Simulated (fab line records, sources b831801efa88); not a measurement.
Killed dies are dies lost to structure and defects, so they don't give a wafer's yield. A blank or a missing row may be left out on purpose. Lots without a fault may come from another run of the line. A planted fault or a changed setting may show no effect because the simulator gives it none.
Problem report in the 8D (eight disciplines) form, filled by code | flow sky130 | the parts of the form that need people (team, actions taken, sign-off) are left out

1. THE PROBLEM
oes_product_au at SKY_METAL4_METAL_ETCH_18 reads a mean of 0.950 a.u. on 2 wafers of 2 lots; wafers without a fault read 0.865 a.u. with a standard deviation of 0.0071. That is +12 standard deviations from the usual mean.
The step: etches the open film in Cl2/BCl3, stops on SiO2, target depth 845 nm, time 183.1 s.
First seen on wafer L545.2, day 46 07:47, on rie_metal-03. The record holds 31 wafers of 11 lots with a number at this step. Rule for "out", or "out of limits": more than 4 standard deviations from the usual mean. The other wafers with a number count as sound.

2. WHAT IT IS AND WHAT IT IS NOT
question                    | is                         | is not
which readings at this step | oes_product_au             | drypump_motor_current_A, he_backside_leak_sccm
which lots                  | L545, L550                 | L531, L532, L533, L534, L536, L537, L539, L540, L541
which wafers of those lots  | L545.2, L550.5             | L545.6, L550.6
read on which tools         | rie_metal-03, rie_metal-04 | rie_metal-01
when                        | from day 46 07:47          | up to then (28 sound wafers); but 1 sound wafer of L550 came after

3. SUSPECTS, AND WHAT RULES EACH OUT
Counting: a tool at a process step up to the reading stays a suspect if it ran every lot that is out. Sound lots after the first of them don't rule it out here, since some wafers of a struck lot are sound.
- pvd_sputter-01 at SKY_LI_CONTACT_SPUTTER_20 (material TiN, target thk 20 nm, time 80 s): kept. It ran every lot that is out, first L545 (day 34 12:25); its last sound lot up to then is L541 (day 33 11:42).
- pvd_sputter-03 at SKY_METAL4_SPUTTER_02 (material AlCu, target thk 735 nm, time 39.1 s): kept. It ran every lot that is out, first L545 (day 44 18:38); its last sound lot up to then is L536 (day 42 05:53).
Left after counting: pvd_sputter-01 at SKY_LI_CONTACT_SPUTTER_20, pvd_sputter-03 at SKY_METAL4_SPUTTER_02.

4. THE CAUSE (what the simulator had put in)
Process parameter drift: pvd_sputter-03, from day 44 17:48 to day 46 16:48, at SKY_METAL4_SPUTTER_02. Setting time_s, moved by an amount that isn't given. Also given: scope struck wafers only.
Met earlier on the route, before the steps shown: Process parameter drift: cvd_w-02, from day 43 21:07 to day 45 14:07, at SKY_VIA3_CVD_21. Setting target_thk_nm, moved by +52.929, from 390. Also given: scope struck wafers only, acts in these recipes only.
Counting left 2 suspects, and this tool is among them.

5. THE CHAIN OF EFFECTS, in route order
Each row: a reading whose mean over the struck wafers that have a number lies more than 3 standard deviations from the usual. Only readings for which the record gives a usual standard deviation are gone through. hours: the time from each lot's start at the first step in this table that gives one to its start at this step, as a median over the lots. sigmas: the change in usual standard deviations.
hours | step                     | reading        | usual      | on struck wafers | change | sigmas
0     | SKY_METAL4_METAL_ETCH_18 | oes_product_au | 0.865 a.u. | 0.950            | +0.085 | +12
The process steps in it:
- SKY_METAL4_METAL_ETCH_18: etches the open film in Cl2/BCl3, stops on SiO2, target depth 845 nm, time 183.1 s.

6. WHAT WOULD HAVE CAUGHT IT SOONER
In this record the first reading out of limits was taken at day 46 07:47, 38 hours after the fault began at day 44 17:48.
Of the tool readings at SKY_METAL4_SPUTTER_02 for which the record gives a usual standard deviation, none was out on any struck wafer, so an alarm limit of 4 standard deviations on them would not have fired.
All the lots that are out (2) had begun SKY_METAL4_SPUTTER_02 on pvd_sputter-03 by day 46 07:47. A hold on the tool at that time would have spared none of them.
